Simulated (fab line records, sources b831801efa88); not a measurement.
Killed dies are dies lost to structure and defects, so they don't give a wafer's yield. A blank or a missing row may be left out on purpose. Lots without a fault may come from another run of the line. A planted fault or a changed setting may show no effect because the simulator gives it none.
Problem report in the 8D (eight disciplines) form, filled by code | flow gf180mcu | the parts of the form that need people (team, actions taken, sign-off) are left out

1. THE PROBLEM
CONTACT_W_RS at GF_CONTACT_RS_MEAS_25 reads a mean of 0.266 ohm/sq on 2 wafers of 2 lots; wafers without a fault read 0.379 ohm/sq with a standard deviation of 0.0068. That is -17 standard deviations from the usual mean.
The step: measures by four-point-probe.
First seen on wafer L566.4, day 19 21:53, on film_metro-03. The record holds 33 wafers of 11 lots with a number at this step. Rule for "out", or "out of limits": more than 4 standard deviations from the usual mean. The other wafers with a number count as sound.

2. WHAT IT IS AND WHAT IT IS NOT
question                    | is                           | is not
which readings at this step | CONTACT_W_RS                 | -
which lots                  | L566, L568                   | L558, L559, L560, L561, L562, L563, L574, L575, L576
which wafers of those lots  | L566.4, L568.4               | L566.5, L566.6, L568.1, L568.5
read on which gauges        | film_metro-01, film_metro-03 | film_metro-04
when                        | from day 19 21:53            | up to then (20 sound wafers); but 11 sound wafers of L568, L574, L575, L576 came after

3. SUSPECTS, AND WHAT RULES EACH OUT
Counting: a tool at a process step up to the reading stays a suspect if it ran every lot that is out. Sound lots after the first of them don't rule it out here, since some wafers of a struck lot are sound.
- the gauge at GF_CONTACT_RS_MEAS_25: ruled out. The wafers that are out were read on 2 gauges (film_metro-01, film_metro-03).
- rtp_anneal-01 at GF_SALICIDE_RTA_08 (time 30 s): kept. It ran every lot that is out, first L566 (day 18 19:57); its last sound lot up to then is L563 (day 17 22:31).
- cvd_w-01 at GF_CONTACT_CVD_24 (deposits W, target thk 300 nm, time 90.339 s): kept. It ran every lot that is out, first L566 (day 19 21:46); its last sound lot up to then is L563 (day 19 01:32).
Left after counting: rtp_anneal-01 at GF_SALICIDE_RTA_08, cvd_w-01 at GF_CONTACT_CVD_24.

4. THE CAUSE (what the simulator had put in)
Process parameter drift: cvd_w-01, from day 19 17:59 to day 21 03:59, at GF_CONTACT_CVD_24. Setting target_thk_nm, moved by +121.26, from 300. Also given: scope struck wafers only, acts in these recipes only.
Counting left 2 suspects, and this tool is among them.

5. THE CHAIN OF EFFECTS, in route order
Each row: a reading whose mean over the struck wafers that have a number lies more than 3 standard deviations from the usual. Only readings for which the record gives a usual standard deviation are gone through. hours: the time from each lot's start at the first step in this table that gives one to its start at this step, as a median over the lots. sigmas: the change in usual standard deviations.
hours | step                   | reading            | usual        | on struck wafers | change | sigmas
0     | GF_CONTACT_RS_MEAS_25  | CONTACT_W_RS       | 0.379 ohm/sq | 0.266            | -0.113 | -17
0     | GF_CONTACT_THK_MEAS_26 | CONTACT_W_THK      | 302 nm       | 428              | +126   | +22
0     | GF_CONTACT_CMP_27      | time_to_endpoint_s | 70 s         | 100              | +30    | +8.6
The process steps in it:
- GF_CONTACT_CMP_27: polishes, stops on SiO2, t overpolish 15 s, target thk 0 nm.

6. WHAT WOULD HAVE CAUGHT IT SOONER
In this record the first reading out of limits at a measuring or inspecting step was taken at day 19 21:53, 4 hours after the fault began at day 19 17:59.
Of the tool readings at GF_CONTACT_CVD_24 for which the record gives a usual standard deviation, none was out on any struck wafer, so an alarm limit of 4 standard deviations on them would not have fired.
Of the lots that are out (2), L568 began GF_CONTACT_CVD_24 on cvd_w-01 after day 19 21:53. A hold on the tool at that time would have spared it.
